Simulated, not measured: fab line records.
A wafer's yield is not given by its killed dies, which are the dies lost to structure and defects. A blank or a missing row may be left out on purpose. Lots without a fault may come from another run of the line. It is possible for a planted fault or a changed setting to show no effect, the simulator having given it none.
fab line records	flow sky130	part 1 of 2: steps 1 to 25 of 35
[record] lots = 5	wafers = 15	lastDay = 51
route steps=708 shown VIA2@521 METAL3@532 CAPM@537
lots untouched by any fault: they come from a run of this same line in which no faults occurred
startH: start of the lot's first displayed wafer, in hours after the record's first day	waitH: hours from the lot's prior step to this one	" repeats the value in the row above	L1.1+2: one row covering several wafers at once	- value missing, or start not given	* or withheld: withheld	< > ~ a bound
route shown NAME@n: a module of which the file shows steps, and the number in the route of the first	usual: mean/standard deviation taken from wafers without a fault	same: alike in all rows	chamber/n: place in a boat	sites: per-site readings	_std_site: their standard deviation	_edge_site: inner sites' mean taken away from outer sites' mean	radiusMm: for every site, how far away it sits from the centre of the wafer	mask NAME#n: copy n	behind: the tool/chamber that last shaped the wafer	hold: why the lot went on hold/how many hours it stayed there/how the hold came to an end	device: the n, p or np transistor that did not switch	end of line: the tests these same wafers got at the end of their route	a step with no rows: only its recipe	killed: count of dies lost to structure and defects at first sort (not the wafer's yield)	map: a wafer's dies, x killed, . not, _ none there
set.NAME: the run value of the setting; set.NAME@STEP: its run value at that earlier step	model.NAME: the simulator's own value behind a step, which no gauge read
certain route steps with their lots: each step a table, each wafer a row
services: when a tool's chamber went out of use (startH, in hours from the record's first day, below 0 if earlier), for how many hours, and the reason
[[steps]]
[step SKY_VIA2_ETCH_14]
[recipe] chemistry = N2/H2	target = BARC	ionEnergyEv = 200	sourceW = 500	biasW = 100	pressureMtorr = 30	n2FlowSccm = 100	h2FlowSccm = 200	stopOn = SiO2	timeS = 45.9	targetDepthA = 600
[usual] drypumpMotorCurrentA = 5.9/0.49	oesProductAu = 0.854/0.0045	throttleValvePct = 13.225/0.0094
lot.wafer	tool	chamber	startH	waitH	drypumpMotorCurrentA	oesProductAu	rfHoursCounterH	throttleValvePct
L077.1	rieDiel-02	3	894.26	0.0	5.4	0.855	13	13.226
L077.2	"	2	"	"	5.9	0.854	21	13.227
L077.4	"	1	"	"	5.5	0.849	9	13.220
L082.4	rieDiel-03	0	923.70	0.0	6.7	0.853	14	13.238
L082.5	"	3	"	"	5.0	0.857	-	13.215
L082.6	"	0	"	"	6.7	0.851	-	13.216
L085.1	rieDiel-03	1	953.05	0.0	6.3	0.856	25	13.240
L085.2	"	0	"	"	6.8	0.853	15	13.222
L085.3	"	3	"	"	4.9	0.852	16	13.231
L088.2	rieDiel-01	0	973.86	0.0	5.7	0.855	12	13.221
L088.3	"	3	"	"	5.5	0.858	6	13.223
L088.6	"	3	"	"	5.5	0.853	-	13.224
L096.1	rieDiel-01	1	1020.05	0.0	6.1	0.855	22	13.230
L096.2	"	2	"	"	6.3	0.850	15	13.240
L096.3	"	3	"	"	5.6	0.862	7	13.228
[step SKY_VIA2_ETCH_15]
[recipe] target = SiO2	chemistry = C4F8/O2/Ar	targetDepthNm = 546	stopOn = TiN	maskMaterial = KrF-thick	sourceW = 1500	biasW = 1200	pressureMtorr = 40	c4f8FlowSccm = withheld	O2_flow_sccm = 6	Ar_flow_sccm = 300	timeS = 84
[usual] oesProductAu = 0.940/0.0048
lot.wafer	tool	chamber	startH	waitH	oesProductAu
L077.1	rieDiel-02	3	894.30	0.0	0.938
L077.2	"	2	"	"	0.941
L077.4	"	1	"	"	0.938
L082.4	rieDiel-03	0	923.74	0.0	0.932
L082.5	"	3	"	"	0.943
L082.6	"	0	"	"	0.942
L085.1	rieDiel-03	1	953.09	0.0	0.937
L085.2	"	0	"	"	0.943
L085.3	"	3	"	"	0.938
L088.2	rieDiel-01	0	973.90	0.0	0.951
L088.3	"	3	"	"	0.944
L088.6	"	3	"	"	0.937
L096.1	rieDiel-01	1	1020.09	0.0	0.942
L096.2	"	2	"	"	0.937
L096.3	"	3	"	"	0.933
[step SKY_VIA2_STRIP_16]
[recipe] chemistry = O2/N2	powerW = 1400	pressureMtorr = 1500	platenTempC = withheld	o2FlowSccm = 3000	n2FlowSccm = 300	overashFraction = 0.5
[usual] drypumpMotorCurrentA = 5.5/0.36	oesProductAu = 0.399/0.0048	stripTimeToEndpointS = 4.048/0.023
[same] overashFraction = 0.5
lot.wafer	tool	chamber	startH	waitH	drypumpMotorCurrentA	oesProductAu	rfHoursCounterH	stripTimeToEndpointS
L077.1	plasmaAsher-03	1	894.37	0.0	5.2	0.400	50	4.061
L077.2	"	0	"	"	5.4	0.401	50	4.069
L077.4	"	0	"	"	5.4	0.410	-	4.089
L082.4	plasmaAsher-03	0	923.84	0.1	5.4	0.403	-	4.058
L082.5	"	1	"	"	5.2	0.394	-	4.031
L082.6	"	0	"	"	5.5	0.403	-	4.073
L085.1	plasmaAsher-04	0	953.15	0.0	5.3	0.402	103	4.064
L085.2	"	1	"	"	6.1	0.401	103	4.037
L085.3	"	0	"	"	5.2	0.399	-	4.055
L088.2	plasmaAsher-01	1	973.97	0.0	5.1	0.399	23	4.062
L088.3	"	0	"	"	5.9	0.401	-	4.058
L088.6	"	1	"	"	5.1	0.394	-	4.042
L096.1	plasmaAsher-03	0	1020.15	0.0	5.4	0.400	62	4.032
L096.2	"	1	"	"	5.2	0.397	62	4.047
L096.3	"	0	"	"	5.4	0.406	-	4.007
[step SKY_VIA2_STRIP_17]
[recipe] chemistry = postEtchResidueRemover	timeS = 1200	tempC = 72.5
lot.wafer	tool	chamber	startH	waitH
L077.1+2+4	wetBench-01	3	894.47	0.1
L082.4+5+6	wetBench-03	1	923.90	0.0
L085.1+2+3	wetBench-01	3	953.25	0.1
L088.2+3+6	wetBench-01	2	974.07	0.1
L096.1+2+3	wetBench-01	3	1020.25	0.1
[step SKY_VIA2_CLEAN_18]
[recipe] chemistry = IPA	timeS = 180	tempC = 25
lot.wafer	tool	chamber	startH	waitH
L077.1+2+4	wetBench-03	0	894.91	0.0
L082.4+5+6	wetBench-01	0	924.24	0.0
L085.1+2+3	wetBench-03	2	953.62	0.0
L088.2+3+6	wetBench-03	2	974.88	0.0
L096.1+2+3	wetBench-04	1	1020.59	0.0
[step SKY_VIA2_CLEAN_19]
[recipe] chemistry = O3/DIW	dry = n2Spin
lot.wafer	tool	chamber	startH	waitH
L077.1+2+4	wetBench-04	0	894.98	0.0
L082.4+5+6	wetBench-04	3	924.31	0.0
L085.1+2+3	wetBench-04	3	953.68	0.0
L088.2+3+6	wetBench-04	0	974.94	0.0
L096.1+2+3	wetBench-01	3	1020.71	0.0
[step SKY_VIA2_SPUTTER_20]
[recipe] material = TiN	targetThkNm = 20	chamberPressurePa = 5	powerW = 4000	timeS = 80
[usual] throttleValvePct = 29.8/1.3
lot.wafer	tool	chamber	startH	waitH	throttleValvePct
L077.1	pvdSputter-03	-	895.07	0.0	32.0
L077.2	"	-	"	"	29.5
L077.4	"	-	"	"	28.1
L082.4	pvdSputter-02	-	924.42	0.0	28.8
L082.5	"	-	"	"	27.1
L082.6	"	-	"	"	28.9
L085.1	pvdSputter-03	-	953.77	0.0	28.3
L085.2	"	-	"	"	31.6
L085.3	"	-	"	"	29.7
L088.2	pvdSputter-03	-	975.03	0.0	29.5
L088.3	"	-	"	"	29.6
L088.6	"	-	"	"	29.7
L096.1	pvdSputter-03	-	1020.80	0.0	31.5
L096.2	"	-	"	"	29.4
L096.3	"	-	"	"	28.2
[step SKY_VIA2_CVD_21]
[recipe] material = W	targetThkNm = 420	timeS = 126.4	tempC = 400	pressureTorr = 40
[usual] chamberPressureTorr = 39.98/0.087	heaterPowerW = 867/67
lot.wafer	tool	chamber	startH	waitH	chamberPressureTorr	heaterPowerW
L077.1	cvdW-01	0	895.13	0.0	39.94	810
L077.2	"	1	"	"	40.12	912
L077.4	"	1	"	"	40.11	917
L082.4	cvdW-01	0	924.52	0.1	40.02	805
L082.5	"	0	"	"	39.95	846
L082.6	"	1	"	"	39.80	892
L085.1	cvdW-02	0	953.84	0.0	39.87	761
L085.2	"	1	"	"	39.88	932
L085.3	"	0	"	"	39.98	757
L088.2	cvdW-01	0	975.09	0.0	39.96	838
L088.3	"	1	"	"	40.02	897
L088.6	"	0	"	"	39.95	840
L096.1	cvdW-01	1	1020.86	0.0	39.87	890
L096.2	"	0	"	"	39.99	816
L096.3	"	0	"	"	40.07	818
[step SKY_VIA2_RS_MEAS_22]
[recipe] thkMeasGauge = four-point-probe	reads = W_of_VIA2_CVD_21+TiN_of_VIA2_SPUTTER_20
[usual] VIA2_W_RS = 0.2743/0.0024
lot.wafer	tool	chamber	startH	waitH	VIA2_W_RS[ohm/sq]
L077.1	filmMetro-03	-	895.26	0.1	0.2749
L077.2	"	-	"	"	0.2725
L077.4	"	-	"	"	0.2708
L082.4	filmMetro-02	-	924.67	0.1	0.2765
L082.5	"	-	"	"	0.2740
L082.6	"	-	"	"	0.2776
L085.1	filmMetro-04	-	953.97	0.1	0.2700
L085.2	"	-	"	"	0.2712
L085.3	"	-	"	"	0.2704
L088.2	filmMetro-03	-	975.24	0.1	0.2743
L088.3	"	-	"	"	0.2765
L088.6	"	-	"	"	0.2755
L096.1	filmMetro-02	-	1020.99	0.1	0.2736
L096.2	"	-	"	"	0.2759
L096.3	"	-	"	"	0.2774
[step SKY_VIA2_THK_MEAS_23]
[recipe] thkMeasGauge = xrf	reads = W_of_VIA2_CVD_21
[usual] VIA2_W_THK = 446/5.2
lot.wafer	tool	chamber	startH	waitH	VIA2_W_THK[nm]
L077.1	filmMetro-03	-	895.38	0.1	442
L077.2	"	-	"	"	449
L077.4	"	-	"	"	451
L082.4	filmMetro-02	-	924.76	0.1	445
L082.5	"	-	"	"	447
L082.6	"	-	"	"	440
L085.1	filmMetro-04	-	954.09	0.1	454
L085.2	"	-	"	"	454
L085.3	"	-	"	"	457
L088.2	filmMetro-03	-	975.35	0.1	441
L088.3	"	-	"	"	437
L088.6	"	-	"	"	444
L096.1	filmMetro-02	-	1021.11	0.1	445
L096.2	"	-	"	"	443
L096.3	"	-	"	"	439
[step SKY_VIA2_CMP_24]
[recipe] stopOn = SiO2	tOverpolishS = 20	downForcePsi = 3.5	platenRpm = 60	targetThkNm = 0	padVelocityMS = 0.94248
[usual] edgeZonePressureFrac = 0.999/0.0053	motorCurrentA = 11.1/1.2	overpolishRunS = 19.999/0.0099	timeToEndpointS = 102/3
lot.wafer	tool	chamber	startH	waitH	edgeZonePressureFrac	motorCurrentA	overpolishRunS	timeToEndpointS
L077.1	cmp-02	2	895.49	0.1	1.000	11.3	20.008	99
L077.4	"	3	"	"	0.993	11.4	20.017	101
L077.2	"	0	"	"	1.000	9.8	19.997	100
L082.4	cmp-01	2	924.89	0.1	0.999	12.3	19.984	100
L082.5	"	0	"	"	0.990	10.5	20.011	104
L082.6	"	1	"	"	1.000	9.8	19.992	102
L085.2	cmp-02	0	954.20	0.1	0.987	9.5	19.991	104
L085.3	"	1	"	"	1.002	11.9	20.000	104
L085.1	"	2	"	"	1.003	12.2	20.002	105
L088.2	cmp-02	0	975.45	0.1	1.004	9.4	20.006	101
L088.3	"	1	"	"	0.998	12.6	19.993	106
L088.6	"	3	"	"	1.007	12.3	20.009	102
L096.2	cmp-01	2	1021.17	0.0	1.000	12.3	19.995	98
L096.3	"	0	"	"	0.999	9.9	20.010	104
L096.1	"	1	"	"	1.005	9.8	19.990	102
[step SKY_METAL3_SPUTTER_00]
[recipe] material = Ti	targetThkNm = 15	powerW = 3000	timeS = 10	chamberPressurePa = 0.4
[usual] throttleValvePct = 30.0/1.2
lot.wafer	tool	chamber	startH	waitH	throttleValvePct
L077.1	pvdSputter-01	-	895.76	0.2	28.2
L077.2	"	-	"	"	30.4
L077.4	"	-	"	"	30.0
L082.4	pvdSputter-04	-	925.09	0.1	30.9
L082.5	"	-	"	"	28.9
L082.6	"	-	"	"	31.5
L085.1	pvdSputter-01	-	954.45	0.1	27.9
L085.2	"	-	"	"	30.9
L085.3	"	-	"	"	30.7
L088.2	pvdSputter-03	-	975.70	0.2	29.8
L088.3	"	-	"	"	29.6
L088.6	"	-	"	"	31.4
L096.1	pvdSputter-04	-	1021.47	0.1	31.5
L096.2	"	-	"	"	28.6
L096.3	"	-	"	"	30.9
[step SKY_METAL3_SPUTTER_01]
[recipe] material = TiN	targetThkNm = 20	powerW = 6500	timeS = 16.7	chamberPressurePa = 0.4
[usual] throttleValvePct = 30.0/1.2
lot.wafer	tool	chamber	startH	waitH	throttleValvePct
L077.1	pvdSputter-01	-	895.78	0.0	28.4
L077.2	"	-	"	"	30.4
L077.4	"	-	"	"	30.4
L082.4	pvdSputter-04	-	925.11	0.0	30.9
L082.5	"	-	"	"	28.2
L082.6	"	-	"	"	31.5
L085.1	pvdSputter-01	-	954.47	0.0	28.0
L085.2	"	-	"	"	30.8
L085.3	"	-	"	"	30.3
L088.2	pvdSputter-03	-	975.72	0.0	29.8
L088.3	"	-	"	"	29.5
L088.6	"	-	"	"	31.9
L096.1	pvdSputter-04	-	1021.50	0.0	31.8
L096.2	"	-	"	"	28.8
L096.3	"	-	"	"	30.7
[step SKY_METAL3_SPUTTER_02]
[recipe] material = AlCu	targetThkNm = 735	powerW = 10600	timeS = 39.1	chamberPressurePa = 0.4
[usual] throttleValvePct = 30.0/1.2
lot.wafer	tool	chamber	startH	waitH	throttleValvePct
L077.1	pvdSputter-01	-	895.81	0.0	27.9
L077.2	"	-	"	"	30.6
L077.4	"	-	"	"	30.4
L082.4	pvdSputter-04	-	925.14	0.0	30.8
L082.5	"	-	"	"	28.6
L082.6	"	-	"	"	31.7
L085.1	pvdSputter-01	-	954.49	0.0	28.2
L085.2	"	-	"	"	30.8
L085.3	"	-	"	"	30.8
L088.2	pvdSputter-03	-	975.75	0.0	29.5
L088.3	"	-	"	"	29.5
L088.6	"	-	"	"	31.6
L096.1	pvdSputter-04	-	1021.52	0.0	31.7
L096.2	"	-	"	"	28.8
L096.3	"	-	"	"	30.8
[step SKY_METAL3_SPUTTER_03]
[recipe] material = Ti	targetThkNm = 5	powerW = 3000	timeS = 3.3	chamberPressurePa = 0.4
[usual] throttleValvePct = 30.0/1.2
lot.wafer	tool	chamber	startH	waitH	throttleValvePct
L077.1	pvdSputter-01	-	895.85	0.0	28.3
L077.2	"	-	"	"	30.7
L077.4	"	-	"	"	30.2
L082.4	pvdSputter-04	-	925.17	0.0	30.7
L082.5	"	-	"	"	28.7
L082.6	"	-	"	"	31.5
L085.1	pvdSputter-01	-	954.53	0.0	28.3
L085.2	"	-	"	"	30.6
L085.3	"	-	"	"	30.5
L088.2	pvdSputter-03	-	975.79	0.0	29.8
L088.3	"	-	"	"	29.7
L088.6	"	-	"	"	31.6
L096.1	pvdSputter-04	-	1021.56	0.0	31.5
L096.2	"	-	"	"	28.8
L096.3	"	-	"	"	30.7
[step SKY_METAL3_SPUTTER_04]
[recipe] material = TiN	targetThkNm = 70	powerW = 6500	timeS = 58.3	chamberPressurePa = 0.4
[usual] throttleValvePct = 30.0/1.2
lot.wafer	tool	chamber	startH	waitH	throttleValvePct
L077.1	pvdSputter-01	-	895.87	0.0	28.4
L077.2	"	-	"	"	30.8
L077.4	"	-	"	"	30.2
L082.4	pvdSputter-04	-	925.19	0.0	30.6
L082.5	"	-	"	"	28.8
L082.6	"	-	"	"	31.6
L085.1	pvdSputter-01	-	954.55	0.0	28.2
L085.2	"	-	"	"	30.9
L085.3	"	-	"	"	30.7
L088.2	pvdSputter-03	-	975.81	0.0	29.7
L088.3	"	-	"	"	29.6
L088.6	"	-	"	"	31.3
L096.1	pvdSputter-04	-	1021.58	0.0	31.7
L096.2	"	-	"	"	28.8
L096.3	"	-	"	"	30.9
[step SKY_CAPM_CVD_00]
[recipe] material = SiO2	targetThkNm = 15.5	tempC = 400	timeS = withheld	rfW = 450
[usual] heaterPowerW = 748/91
lot.wafer	tool	chamber	startH	waitH	heaterPowerW
L077.1	pecvd-02	1	895.92	0.0	594
L077.2	"	0	"	"	650
L077.4	"	2	"	"	804
L082.4	pecvd-04	0	925.25	0.0	789
L082.5	"	1	"	"	711
L082.6	"	2	"	"	657
L085.1	pecvd-04	1	954.60	0.0	698
L085.2	"	0	"	"	678
L085.3	"	2	"	"	703
L088.2	pecvd-02	1	975.86	0.0	574
L088.3	"	2	"	"	820
L088.6	"	1	"	"	563
L096.1	pecvd-01	2	1021.63	0.0	951
L096.2	"	0	"	"	852
L096.3	"	1	"	"	716
[step SKY_CAPM_THK_MEAS_01]
[recipe] reads = SiO2_of_CAPM_CVD_00
[usual] CAPM_CVD_00_THK = 15.39/0.2
lot.wafer	tool	chamber	startH	waitH	CAPM_CVD_00_THK[nm]
L077.1	filmMetro-04	-	895.94	-	15.06
L077.2	"	-	"	"	15.41
L077.4	"	-	"	"	15.43
L082.4	filmMetro-02	-	925.29	-	15.20
L082.5	"	-	"	"	15.65
L082.6	"	-	"	"	15.85
L085.1	filmMetro-02	-	954.62	-	15.24
L085.2	"	-	"	"	15.01
L085.3	"	-	"	"	15.27
L088.2	filmMetro-01	-	975.89	-	15.12
L088.3	"	-	"	"	15.11
L088.6	"	-	"	"	15.09
L096.1	filmMetro-04	-	1021.65	-	15.20
L096.2	"	-	"	"	15.24
L096.3	"	-	"	"	15.04
[step SKY_CAPM_SPUTTER_02]
[recipe] material = TiN	targetThkNm = 200	tempC = 300	powerW = 6500	timeS = 166.7	chamberPressurePa = 0.4
[usual] throttleValvePct = 29.6/1.8
lot.wafer	tool	chamber	startH	waitH	throttleValvePct
L077.1	pvdSputter-02	-	896.00	0.1	26.9
L077.2	"	-	"	"	29.0
L077.4	"	-	"	"	28.9
L082.4	pvdSputter-02	-	925.32	0.0	29.0
L082.5	"	-	"	"	29.0
L082.6	"	-	"	"	27.1
L085.1	pvdSputter-02	-	954.68	0.1	32.8
L085.2	"	-	"	"	28.7
L085.3	"	-	"	"	27.2
L088.2	pvdSputter-01	-	975.94	0.0	30.8
L088.3	"	-	"	"	30.8
L088.6	"	-	"	"	28.3
L096.1	pvdSputter-03	-	1021.71	0.1	28.1
L096.2	"	-	"	"	31.6
L096.3	"	-	"	"	29.3
[step SKY_CAPM_RS_MEAS_03]
[recipe] thkMeasGauge = four-point-probe	reads = TiN_of_CAPM_SPUTTER_02
[usual] CAPM_TIN_RS = 6.94/0.071
lot.wafer	tool	chamber	startH	waitH	CAPM_TIN_RS[ohm/sq]
L077.1	filmMetro-01	-	896.11	0.1	6.83
L077.2	"	-	"	"	6.78
L077.4	"	-	"	"	6.80
L082.4	filmMetro-01	-	925.49	0.1	6.97
L082.5	"	-	"	"	6.92
L082.6	"	-	"	"	7.01
L085.1	filmMetro-01	-	954.79	0.1	6.88
L085.2	"	-	"	"	6.90
L085.3	"	-	"	"	6.93
L088.2	filmMetro-02	-	976.07	0.1	7.00
L088.3	"	-	"	"	6.95
L088.6	"	-	"	"	6.97
L096.1	filmMetro-01	-	1021.82	0.1	6.93
L096.2	"	-	"	"	6.90
L096.3	"	-	"	"	6.93
[step SKY_CAPM_THK_MEAS_04]
[recipe] thkMeasGauge = xrf	reads = TiN_of_CAPM_SPUTTER_02
[usual] CAPM_TIN_THK = 201.4/2.2
lot.wafer	tool	chamber	startH	waitH	CAPM_TIN_THK[nm]
L077.1	filmMetro-01	-	896.23	0.1	204.9
L077.2	"	-	"	"	205.6
L077.4	"	-	"	"	205.1
L082.4	filmMetro-01	-	925.58	0.1	201.5
L082.5	"	-	"	"	203.6
L082.6	"	-	"	"	200.4
L085.1	filmMetro-01	-	954.91	0.1	203.2
L085.2	"	-	"	"	203.3
L085.3	"	-	"	"	202.8
L088.2	filmMetro-02	-	976.18	0.1	198.7
L088.3	"	-	"	"	200.1
L088.6	"	-	"	"	199.2
L096.1	filmMetro-01	-	1021.94	0.1	201.5
L096.2	"	-	"	"	201.2
L096.3	"	-	"	"	200.7
[step SKY_CAPM_DEHYDRATE_05]
[recipe] tempC = 200	timeS = 60
[usual] plateTempC = 200.03/0.17	resistLineTempC = 23.00/0.11
lot.wafer	tool	chamber	startH	waitH	plateTempC	resistLineTempC
L077.1	lithoTrack-02	0	908.11	11.9	200.16	22.99
L077.2	"	0	"	"	199.86	22.98
L077.4	"	0	"	"	200.18	23.05
L082.4	lithoTrack-01	0	937.44	11.8	199.94	23.01
L082.5	"	0	"	"	199.71	22.85
L082.6	"	0	"	"	199.95	23.15
L085.1	lithoTrack-02	0	965.96	11.0	200.02	23.00
L085.2	"	0	"	"	200.29	23.10
L085.3	"	0	"	"	200.22	23.03
L088.2	lithoTrack-01	0	986.54	10.3	200.08	22.92
L088.3	"	0	"	"	200.14	22.93
L088.6	"	0	"	"	199.90	22.91
L096.1	lithoTrack-04	0	1033.22	11.3	200.28	23.01
L096.2	"	0	"	"	200.40	22.79
L096.3	"	0	"	"	200.37	22.94
[step SKY_CAPM_HMDS_06]
[recipe] primeTimeS = 60	primeTempC = 120
[usual] resistLineTempC = 23.00/0.1
lot.wafer	tool	chamber	startH	waitH	resistLineTempC
L077.1	lithoTrack-02	0	908.26	0.1	23.06
L077.2	"	0	"	"	23.05
L077.4	"	0	"	"	22.97
L082.4	lithoTrack-01	0	937.59	0.1	22.90
L082.5	"	0	"	"	22.84
L082.6	"	0	"	"	22.88
L085.1	lithoTrack-02	0	966.11	0.1	23.00
L085.2	"	0	"	"	23.05
L085.3	"	0	"	"	22.89
L088.2	lithoTrack-01	0	986.69	0.1	23.01
L088.3	"	0	"	"	23.15
L088.6	"	0	"	"	22.86
L096.1	lithoTrack-04	0	1033.37	0.1	23.06
L096.2	"	0	"	"	22.95
L096.3	"	0	"	"	23.09
[step SKY_CAPM_COAT_07]
[recipe] resist = NOVOLAK	spinRpm = 3000	resistThkNm = 1140
[usual] resistLineTempC = 22.99/0.13
lot.wafer	tool	chamber	startH	waitH	resistLineTempC
L077.1	lithoTrack-02	0	908.41	0.1	22.84
L077.2	"	0	"	"	22.85
L077.4	"	0	"	"	23.04
L082.4	lithoTrack-01	0	937.74	0.1	22.71
L082.5	"	0	"	"	22.99
L082.6	"	0	"	"	23.04
L085.1	lithoTrack-02	0	966.26	0.1	22.95
L085.2	"	0	"	"	23.23
L085.3	"	0	"	"	23.10
L088.2	lithoTrack-01	0	986.84	0.1	22.73
L088.3	"	0	"	"	23.00
L088.6	"	0	"	"	23.10
L096.1	lithoTrack-04	0	1033.52	0.1	23.01
L096.2	"	0	"	"	23.14
L096.3	"	0	"	"	23.10
[step SKY_CAPM_SOFTBAKE_08]
[recipe] tempC = 90	timeS = 60	resist = NOVOLAK
[usual] plateTempC = 89.99/0.14	resistLineTempC = 23.00/0.12
lot.wafer	tool	chamber	startH	waitH	plateTempC	resistLineTempC
L077.1	lithoTrack-02	0	908.56	0.1	90.17	23.01
L077.2	"	0	"	"	89.94	22.93
L077.4	"	0	"	"	89.87	22.97
L082.4	lithoTrack-01	0	937.89	0.1	89.99	23.12
L082.5	"	0	"	"	89.90	22.87
L082.6	"	0	"	"	89.84	22.94
L085.1	lithoTrack-02	0	966.41	0.1	90.14	23.06
L085.2	"	0	"	"	90.03	22.88
L085.3	"	0	"	"	90.05	23.04
L088.2	lithoTrack-01	0	986.99	0.1	89.74	23.03
L088.3	"	0	"	"	89.86	22.98
L088.6	"	0	"	"	89.74	22.98
L096.1	lithoTrack-04	0	1033.67	0.1	90.44	23.06
L096.2	"	0	"	"	90.31	22.97
L096.3	"	0	"	"	90.23	23.01
